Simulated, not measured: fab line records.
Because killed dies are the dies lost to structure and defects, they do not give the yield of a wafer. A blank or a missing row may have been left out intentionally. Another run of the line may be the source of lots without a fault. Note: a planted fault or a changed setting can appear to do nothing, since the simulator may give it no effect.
One fault seen from 2 desks + flow sky130 + each desk has only its own numbers; what lay behind them comes last

AT THE METROLOGY DESK
What the gauges read for every lot (on any tool): the sampled wafers with a number, averaged. Marked OUT: a lot whose mean sits more than 4 standard deviations from the usual mean, which makes it out of limits; the brackets give that distance.
Columns: A = PASSIVATION_CVD_00_THK at SKY_PASSIVATION_THK_MEAS_01, usual 90.0 nm; B = PASSIVATION_CVD_02_THK at SKY_PASSIVATION_THK_MEAS_03, usual 541 nm
| lot  | first seen here | A    | B   |
|------|-----------------|------|-----|
| L297 | day 43 15:22    | 89.0 | 546 |
| L299 | day 44 04:31    | 88.2 | 540 |
| L303 | day 45 12:49    | 90.0 | 535 |
| L305 | day 46 03:00    | 90.7 | 541 |
| L308 | day 46 15:38    | 91.1 | 543 |
| L307 | day 46 17:18    | 91.1 | 537 |
| L312 | day 47 19:47    | 90.4 | 537 |
| L313 | day 47 21:10    | 89.8 | 548 |
| L314 | day 48 00:41    | 90.7 | 542 |
| L316 | day 48 17:10    | 90.9 | 543 |
| L319 | day 49 02:44    | 89.9 | 546 |
This desk found nothing out of limits on any of the 11 lots.

TOOL OWNER'S DESK, furnace-02
The tool's own readings at SKY_PAD_OPEN_ANNEAL_12: means of the sampled wafers that have a number, for each lot that ran on this tool. Marked OUT: a lot whose mean sits more than 4 standard deviations from the usual mean, which makes it out of limits; the brackets give that distance. Of its 9 readings 7 are shown: the one that was out of limits first, and those that lie furthest out on some lot.
Columns: A = spike_tc_bottom_C at SKY_PAD_OPEN_ANNEAL_12, usual 425.2 C; B = spike_tc_centre_C at SKY_PAD_OPEN_ANNEAL_12, usual 400.6 C; C = spike_tc_lower_C at SKY_PAD_OPEN_ANNEAL_12, usual 400.8 C; D = spike_tc_top_C at SKY_PAD_OPEN_ANNEAL_12, usual 427.7 C; E = spike_tc_upper_C at SKY_PAD_OPEN_ANNEAL_12, usual 399.7 C; F = zone_power_bottom_pct at SKY_PAD_OPEN_ANNEAL_12, usual 6.00 %; G = zone_power_centre_pct at SKY_PAD_OPEN_ANNEAL_12, usual 4.57 %
| lot  | first seen here | A               | B               | C               | D               | E               | F               | G               |
|------|-----------------|-----------------|-----------------|-----------------|-----------------|-----------------|-----------------|-----------------|
| L297 | day 45 12:12    | 424.8           | 400.3           | 399.7           | 427.8           | 400.1           | 5.84            | 4.56            |
| L299 | day 46 00:39    | 426.3           | 400.6           | 399.5           | 427.1           | 400.4           | 5.88            | 4.56            |
| L305 | day 47 19:44    | 425.4           | 401.0           | 399.8           | 426.7           | 400.2           | 5.87            | 4.60            |
| L307 | day 48 09:59    | 424.6           | 400.6           | 399.6           | 427.7           | 400.8           | 5.89            | 4.53            |
| L312 | day 49 09:09    | 398.6 (-27) OUT | 374.5 (-27) OUT | 373.4 (-14) OUT | 403.3 (-20) OUT | 374.4 (-23) OUT | 5.31 (-4.6) OUT | 4.15 (-9.1) OUT |
| L314 | day 49 12:41    | 399.3 (-26) OUT | 374.1 (-28) OUT | 373.3 (-14) OUT | 402.3 (-21) OUT | 373.6 (-24) OUT | 5.32 (-4.6) OUT | 4.17 (-8.7) OUT |
| L316 | day 50 03:49    | 399.3 (-26) OUT | 373.9 (-28) OUT | 373.4 (-14) OUT | 402.6 (-21) OUT | 374.2 (-23) OUT | 5.28 (-4.8) OUT | 4.21 (-7.9) OUT |
Finding of this desk: L312, L314, L316 out of limits; the first was L312 at day 49 09:09, on spike_tc_bottom_C at SKY_PAD_OPEN_ANNEAL_12. In limits: L297, L299, L305, L307.

ALL TOGETHER
The tool owner's desk had the chance to raise an alarm at day 49 09:09 on L312, L314, L316.
From the metrology desk's view, nothing was out of limits.
The metrology desk holds a record of L312, L314, L316, inside its limits.
SKY_PAD_OPEN_ANNEAL_12 was run on furnace-02 by each of the lots named.

WHAT HAD BEEN PUT IN BY THE SIMULATOR
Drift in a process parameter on furnace-02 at SKY_PAD_OPEN_ANNEAL_12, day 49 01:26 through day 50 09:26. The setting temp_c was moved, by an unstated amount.
Struck lots among those shown: L312, L314, L316.
Each desk's first reading out of limits, in hours after the fault started: the tool owner's desk, 8.
